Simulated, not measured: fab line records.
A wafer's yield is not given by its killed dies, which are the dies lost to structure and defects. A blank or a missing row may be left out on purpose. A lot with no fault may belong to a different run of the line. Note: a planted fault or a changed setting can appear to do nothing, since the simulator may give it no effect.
Which tool was responsible? ; flow gf180mcu ; 14 lots with 42 wafers sampled at 2 steps, on a route of 602 steps

== WHAT EACH GAUGE READ, for each wafer ==
GF_M5_OVL_MEAS_08. Usual: M5_OVL typically reads 0 nm, with standard deviation 4.8.
lot;measured;on;M5_OVL (nm);flag
L438;day 26 04:21;overlay-02;4 -2 5;
L440;day 26 23:31;overlay-02;-6 -4 -5;
L441;day 27 11:21;overlay-02;-2 -4 -4;
L442;day 27 16:49;overlay-02;7 4 11;
L443;day 27 21:40;overlay-02;1 7 -3;
L444;day 28 05:55;overlay-02;6 1 2;
L445;day 28 15:04;overlay-01;3 5 0;
L446;day 28 22:07;overlay-01;5 0 3;
L447;day 29 03:46;overlay-01;8 5 6;
L448;day 29 13:46;overlay-02;-6 2 -2;
L454;day 31 05:13;overlay-02;-1 2 2;
L457;day 31 21:28;overlay-01;-3 -2 2;
L458;day 32 01:49;overlay-02;-3 -5 -7;
L461;day 32 20:46;overlay-02;-5 -1 -5;

== WHAT TOOL EACH LOT RAN ON (gives the tool, then ch and the chambers of the sampled wafers, and finally the start) ==
lot;GF_CONTACT_CVD_00
L438;hdpcvd-02 ch 0,2, day 15 01:38
L440;hdpcvd-02 ch 0,2, day 15 20:21
L441;hdpcvd-01 ch 0,1, day 16 08:26
L442;hdpcvd-01 ch 0,2, day 16 16:47
L443;hdpcvd-02 ch 1,2, day 16 23:34
L444;hdpcvd-02 ch 0,1, day 17 06:15
L445;hdpcvd-01 ch 0,1, day 17 15:37
L446;hdpcvd-01 ch 0,1,2, day 18 01:49
L447;hdpcvd-02 ch 0,2, day 18 09:02
L448;hdpcvd-01 ch 0,1,2, day 18 21:41
L454;hdpcvd-01 ch 0,2, day 21 00:37
L457;hdpcvd-02 ch 0,1,2, day 21 23:14
L458;hdpcvd-02 ch 1,2, day 22 06:39
L461;hdpcvd-01 ch 0,1,2, day 23 07:13
- GF_CONTACT_CVD_00: deposits SiO2, target thk 300 nm, time 50 s.

== AS READ BY THE TOOLS THEMSELVES (means over the sampled wafers that have a number; for cases with no such wafer, the mark the record gives instead) ==
The record holds no such reading with a usual standard deviation.

== THE ANSWER, worked out from the rows above alone ==
Rule: a lot counts as off when the mean over its wafers that have a number is more than 3 standard deviations away from the usual mean. A lot without any number at a reading at which 4 lots or more have one is off too. Where the step has rows for the other lots, those lots are counted as sound. The gauges are gone through in route order, then the tools' own readings, and for those a lot's mean is taken as printed above. At the first step where some lot is off, the reading lying furthest off is the one used; lots without a number count as furthest.
No lot is off on any of the readings shown, so nothing can be concluded from this.

== WHAT WAS PUT IN BY THE SIMULATOR ==
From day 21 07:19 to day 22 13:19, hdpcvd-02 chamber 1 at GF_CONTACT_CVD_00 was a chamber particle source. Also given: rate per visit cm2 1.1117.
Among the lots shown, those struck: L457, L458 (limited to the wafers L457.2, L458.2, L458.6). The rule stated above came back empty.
